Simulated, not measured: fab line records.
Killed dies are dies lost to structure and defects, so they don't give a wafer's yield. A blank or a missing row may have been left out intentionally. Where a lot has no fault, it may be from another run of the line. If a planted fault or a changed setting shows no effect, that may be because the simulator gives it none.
A struck lot beside a sound one | flow sfq-line | 14 steps out of a route of 325
Sound: wafers L348.2, L348.3, L348.5. Struck: wafers L352.2, L352.5, L352.6. Last of all comes the cause.
Each step with rows lists, per side, the tool, then ch with its chambers, then its first start. Under that, the readings that differ: sound wafers | struck wafers | difference of the means | sigmas: that difference in standard deviations of wafers without a fault.
alike: words and numbers the same on both sides, and readings whose means are apart by under 2 such deviations; not compared: readings that were withheld, readings missing a value for some wafer, numbers with overlapping values and no deviation given by the record, and bounds like >300 which may hide the same value.
The two part at a step that has a row with sigmas, a row that says differs or no value, or rows on one side only. When numbers do not overlap yet have no deviation, they are printed without sigmas and do not part them. Lack of a reading on every wafer of one side parts them only where that side has two or more wafers.

first, 2 steps without rows for these wafers: SFQ_TRILAYER_I6_VIA_STRIP_SOLV_CLEAN_174 (cleans in NMP, time 600 s); SFQ_TRILAYER_M7_DEP_PRE_CLEAN_176 (time 22.5 s).
SFQ_TRILAYER_M7_DEP_SPUTTER_175: material Nb, target thk 200 nm, time 133.3 s.
  sound on pvd-sputter-03 at day 78 22:05; struck on pvd-sputter-05 at day 79 11:17
  alike: throttle-valve-pct
SFQ_M7_RS_MEAS_943: a four-point-probe measurement.
  sound on film-metro-01 at day 78 22:12; struck on film-metro-03 at day 79 11:24
  alike: M7_NB_RS
then, 6 steps without rows for these wafers: SFQ_TRILAYER_M7_LITHO_COAT_182 (resist thk 62 nm); SFQ_TRILAYER_M7_LITHO_COAT_177 (resist thk 600 nm); SFQ_TRILAYER_M7_LITHO_SOFTBAKE_181; SFQ_TRILAYER_M7_LITHO_EXPOSE_178 (exposes mask M7, target cd 500 nm); SFQ_TRILAYER_M7_LITHO_PEB_180 (peb time 60 s); SFQ_TRILAYER_M7_LITHO_DEVELOP_179 (time 60 s).
SFQ_M7_OVL_MEAS_945:
  sound on overlay-02 at day 79 00:37; struck on overlay-02 at day 79 14:16
  alike: M7_OVL
SFQ_TRILAYER_M7_BARC_OPEN_METAL_ETCH_229: etches BARC in O2, target depth 125 nm, time 41.7 s.
  sound on rie-metal-02 ch 0,1, day 79 00:38; struck on rie-metal-01 ch 0,1, day 79 14:17
  reading                                             | sound             | struck            | difference | sigmas
  rf-fwd-power-W (W)                                  | 589 594 586       | 694 687 691       | +101       | +31
  model.KrF_of_TRILAYER_M7_LITHO_COAT_177.thk-nm (nm) | 522.7 522.5 520.1 | 513.8 513.9 513.3 | -8.1       |
  alike: drypump-motor-current-A, oes-product-au
  not compared: rf-hours-counter-h
SFQ_TRILAYER_M7_ETCH_METAL_ETCH_180: etches Nb in Cl2/Ar, stops on SiO2, target depth 240 nm, time 120 s.
  sound on rie-metal-02 ch 0,1, day 79 00:42; struck on rie-metal-01 ch 0,1, day 79 14:20
  reading                                             | sound             | struck            | difference | sigmas
  model.KrF_of_TRILAYER_M7_LITHO_COAT_177.thk-nm (nm) | 382.1 382.6 381.3 | 369.9 370.1 372.1 | -11.3      |
  alike: drypump-motor-current-A, oes-product-au, rf-fwd-power-W
  not compared: rf-hours-counter-h
SFQ_TRILAYER_M7_STRIP_STRIP_181: strips in O2.
  sound on rie-metal-02 ch 0,1, day 79 00:50; struck on rie-metal-01 ch 0,1, day 79 14:28
  alike: drypump-motor-current-A, oes-product-au
  not compared: rf-hours-counter-h

WHERE THEY PART
Only at SFQ_TRILAYER_M7_BARC_OPEN_METAL_ETCH_229, as far as this record shows. Later steps at which nothing parts them and some readings are alike: SFQ_TRILAYER_M7_ETCH_METAL_ETCH_180, SFQ_TRILAYER_M7_STRIP_STRIP_181.

WHY: what the simulator had put in
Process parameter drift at SFQ_TRILAYER_M7_BARC_OPEN_METAL_ETCH_229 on rie-metal-01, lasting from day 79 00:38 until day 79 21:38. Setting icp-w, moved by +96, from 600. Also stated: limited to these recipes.
